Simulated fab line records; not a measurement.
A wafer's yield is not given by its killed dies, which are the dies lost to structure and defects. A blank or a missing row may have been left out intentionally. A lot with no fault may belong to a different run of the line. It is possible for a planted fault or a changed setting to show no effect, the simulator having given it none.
Code-filled problem report in 8D (eight disciplines) form :: flow sky130 :: the parts of the form that need people (team, actions taken, sign-off) are left out

## 1. PROBLEM STATEMENT
tiltDeg at SKY_LDD_N_IMPLANT_15 reads a mean of -0.006 degrees on 6 wafers of 2 lots; wafers without a fault read 29.998 degrees with a standard deviation of 0.019. That is -99 or more standard deviations from the usual mean.
First observed at day 23 07:09: wafer L441.1, on implanter-02. Wafers with a number at this step in the record: 39, from 13 lots. By rule, "out" or "out of limits" means more than 4 standard deviations away from the usual mean. All remaining wafers that have a number are taken as sound.

## 2. WHAT THIS IS AND IS NOT
question: which readings at this step
is: tiltDeg
is not: -

question: which lots
is: L441, L442
is not: L428, L429, L430, L432, L433, L435, L436, L440, L445, L446, L450

question: which wafers of those lots
is: all that have a number
is not: -

question: read on which tools
is: implanter-02
is not: implanter-01, implanter-03

question: when
is: from day 23 07:09
is not: up to then (21 sound wafers); but 12 sound wafers of L440, L445, L446, L450 came after

## 3. SUSPECTS, AND WHAT RULES EACH OUT
Counting: a tool stays on the suspect list if, at a process step up to the reading, it processed all lots that are out and no sound lot following the first of them.
- rieSi-01 at SKY_FIELD_ISO_ETCH_17 (etches Si in HBr/Cl2/O2, target depth 342 nm, time 97.7 s): ruled out as a lasting fault. Following L441 (day 5 06:10), the first lot on it that is out, the sound lots L445, L446, L450 were run on it.
- implanter-02 at SKY_LDD_N_IMPLANT_15: kept. It ran every lot that is out, first L441 (day 23 07:09), and no sound lot after that; its last sound lot up to then is L435 (day 21 19:09). Its own readings are out on those wafers: tiltDeg.
After counting, what remains is implanter-02 at SKY_LDD_N_IMPLANT_15.

## 4. THE CAUSE (what the simulator had put in)
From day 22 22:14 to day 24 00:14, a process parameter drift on implanter-02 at SKY_LDD_N_IMPLANT_15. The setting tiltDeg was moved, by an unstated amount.
After counting, this tool was the only one left.

## 5. THE EFFECT CHAIN, in route order
Each row: a reading whose mean over the struck wafers that have a number lies more than 3 standard deviations from the usual. Scope: only readings with a usual standard deviation given in the record; hours: median across lots of the time from each lot's start at the first step in this table that gives one to its start at this step; sigmas: change in usual standard deviations.
hours: 0
step: SKY_LDD_N_IMPLANT_15
reading: tiltDeg
usual: 29.998 degrees
on struck wafers: -0.006
change: -30.004
sigmas: -99 or more
Its process steps:
- SKY_LDD_N_IMPLANT_15
Later measuring or inspecting steps at which every struck wafer that the step has a row for has a number for every such reading, and none has moved that far: SKY_SD_P_TW_MEAS_11.

## 6. WHAT WOULD HAVE CAUGHT IT SOONER
In this record the first reading out of limits was taken at day 23 07:09, 9 hours after the fault began at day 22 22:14.
